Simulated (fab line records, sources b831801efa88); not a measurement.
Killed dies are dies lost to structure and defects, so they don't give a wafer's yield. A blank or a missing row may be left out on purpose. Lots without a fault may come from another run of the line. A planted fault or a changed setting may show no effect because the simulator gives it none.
A struck lot beside a sound one | flow gf180mcu | 44 steps out of a route of 602
Sound: wafers L224.1, L224.5, L224.6. Struck: wafers L239.3, L239.4, L239.5. The cause comes at the end.
At each step with rows: each side's tool, then ch and its chambers, then its first start. Under that, the readings that differ: sound wafers | struck wafers | difference of the means | sigmas: that difference in standard deviations of wafers without a fault.
alike: readings whose means differ by less than 2 such deviations, and words and numbers that are the same on both sides. not compared: withheld readings, readings that some wafer has no value for, bounds like >300 that may hide the same value, and numbers for which the record gives no deviation and whose values overlap.
The two part at a step that has a row with sigmas, a row that says differs or no value, or rows on one side only. Numbers that don't overlap but have no deviation are shown without sigmas and don't part them. A reading that every wafer of one side lacks parts them only if that side has two wafers or more.

first, 2 steps without rows for these wafers: GF_MVSD_IMPLANT_08; GF_MVSD_IMPLANT_09.
GF_MVSD_STRIP_10: strips in O2/N2.
  sound on plasma_asher-03 ch 0,1, day 4 17:42; struck on plasma_asher-03 ch 0,1, day 8 09:02
  alike: drypump_motor_current_A, heater_power_w, oes_product_au, strip_time_to_endpoint_s
  not compared: rf_hours_counter_h
GF_MVSD_TW_MEAS_11:
  sound on film_metro-04, day 4 17:48; struck on film_metro-04, day 8 09:07
  alike: MVSD_TW
then, 7 steps without rows for these wafers: GF_MVPSD_DEHYDRATE_00 (time 60 s); GF_MVPSD_HMDS_01 (prime time 60 s); GF_MVPSD_COAT_02 (resist thk 3000 nm); GF_MVPSD_SOFTBAKE_03; GF_MVPSD_EXPOSE_04 (exposes mask MVPSD, target cd 1000 nm); GF_MVPSD_PEB_05; GF_MVPSD_DEVELOP_06 (develop time 60 s).
GF_MVPSD_OVL_MEAS_07:
  sound on overlay-02, day 5 08:07; struck on overlay-01, day 9 02:17
  alike: MVPSD_OVL
GF_MVPSD_IMPLANT_08:
  sound on implanter-04 ch 0, day 5 08:09; struck on implanter-04 ch 0, day 9 02:22
  reading            | sound               | struck            | difference | sigmas
  tilt_deg (degrees) | -0.036 -0.029 0.000 | 4.290 4.246 4.278 | +4.293     | +99 or more
then, 1 step without rows for these wafers: GF_MVPSD_IMPLANT_09.
GF_MVPSD_STRIP_10: strips in O2/N2.
  sound on plasma_asher-04 ch 0,1, day 5 08:27; struck on plasma_asher-04 ch 0,1, day 9 02:38
  reading               | sound             | struck            | difference | sigmas
  oes_product_au (a.u.) | 0.714 0.721 0.714 | 0.719 0.729 0.731 | +0.010     | +2
  alike: drypump_motor_current_A, heater_power_w, strip_time_to_endpoint_s
  not compared: rf_hours_counter_h
GF_MVPSD_TW_MEAS_11:
  sound on film_metro-01, day 5 08:35; struck on film_metro-01, day 9 02:44
  reading  | sound             | struck            | difference | sigmas
  MVPSD_TW | 552.8 554.3 555.4 | 605.7 606.1 608.9 | +52.7      | +18
then, 7 steps without rows for these wafers: GF_VT_IMPLANT_DEHYDRATE_00 (time 60 s); GF_VT_IMPLANT_HMDS_01 (prime time 60 s); GF_VT_IMPLANT_COAT_02 (resist thk 1000 nm); GF_VT_IMPLANT_SOFTBAKE_03 (time 60 s); GF_VT_IMPLANT_EXPOSE_04 (exposes mask LVPWELL LV AREA, target cd 600 nm); GF_VT_IMPLANT_PEB_05; GF_VT_IMPLANT_DEVELOP_06 (develop time 60 s).
GF_VT_IMPLANT_OVL_MEAS_07:
  sound on overlay-02, day 5 23:01; struck on overlay-02, day 9 20:05
  alike: VT_IMPLANT_OVL
then, 1 step without rows for these wafers: GF_VT_IMPLANT_IMPLANT_08.
GF_VT_IMPLANT_STRIP_09: strips in O2/N2.
  sound on plasma_asher-03 ch 0,1, day 5 23:13; struck on plasma_asher-03 ch 0,1, day 9 20:18
  alike: drypump_motor_current_A, heater_power_w, oes_product_au, strip_time_to_endpoint_s
  not compared: rf_hours_counter_h
GF_VT_IMPLANT_TW_MEAS_10:
  sound on film_metro-02, day 5 23:19; struck on film_metro-04, day 9 20:23
  alike: VT_IMPLANT_TW
then, 7 steps without rows for these wafers: GF_VT_IMPLANT_DEHYDRATE_11 (time 60 s); GF_VT_IMPLANT_HMDS_12 (prime time 60 s); GF_VT_IMPLANT_COAT_13 (resist thk 1000 nm); GF_VT_IMPLANT_SOFTBAKE_14 (time 60 s); GF_VT_IMPLANT_EXPOSE_15 (exposes mask Nwell LV AREA, target cd 860 nm); GF_VT_IMPLANT_PEB_16; GF_VT_IMPLANT_DEVELOP_17 (develop time 60 s).
GF_VT_IMPLANT_OVL_MEAS_18:
  sound on overlay-02, day 6 14:59; struck on overlay-02, day 10 13:56
  reading                | sound       | struck        | difference | sigmas
  VT_IMPLANT_01_OVL (nm) | 1.1 3.6 1.5 | 0.0 -1.5 -1.8 | -3.2       | -2
then, 1 step without rows for these wafers: GF_VT_IMPLANT_IMPLANT_19.
GF_VT_IMPLANT_STRIP_20: strips in O2/N2.
  sound on plasma_asher-03 ch 0,1, day 6 15:10; struck on plasma_asher-02 ch 0,1, day 10 14:08
  alike: drypump_motor_current_A, heater_power_w, oes_product_au, strip_time_to_endpoint_s
  not compared: rf_hours_counter_h
GF_VT_IMPLANT_TW_MEAS_21:
  sound on film_metro-01, day 6 15:16; struck on film_metro-02, day 10 14:14
  alike: VT_IMPLANT_2_TW
then, 4 steps without rows for these wafers: GF_VT_IMPLANT_DEHYDRATE_22 (time 60 s); GF_VT_IMPLANT_HMDS_23 (prime time 60 s); GF_VT_IMPLANT_COAT_24 (resist thk 1000 nm); GF_VT_IMPLANT_SOFTBAKE_25 (time 60 s).
GF_VT_IMPLANT_RS_MEAS_49: measures by four-point-probe.
  sound on film_metro-01, day 8 00:35; struck on film_metro-01, day 12 03:44
  reading           | sound                | struck               | difference | sigmas
  MVPSD_RS (ohm/sq) | 1165.6 1167.6 1169.3 | 1344.5 1345.3 1347.3 | +178.2     | +64
-- the record jumps here: 22 days lie between the struck wafers' starts before and after (it left off in module VT_IMPLANT and takes up again in module PASSIVATION, whose first step shown is number 602 of the route) --
GF_PASSIVATION_PROBE_99:
  the record has rows for the struck wafers here (prober-01, day 33 17:23) and none for the sound ones

WHERE THEY PART
First at GF_MVPSD_IMPLANT_08; last, within this record, at GF_PASSIVATION_PROBE_99.

WHY: what the simulator had put in
Process parameter drift: implanter-04, from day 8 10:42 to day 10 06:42, at GF_MVPSD_IMPLANT_08. Setting tilt_deg, moved by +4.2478, from 0. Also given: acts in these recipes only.
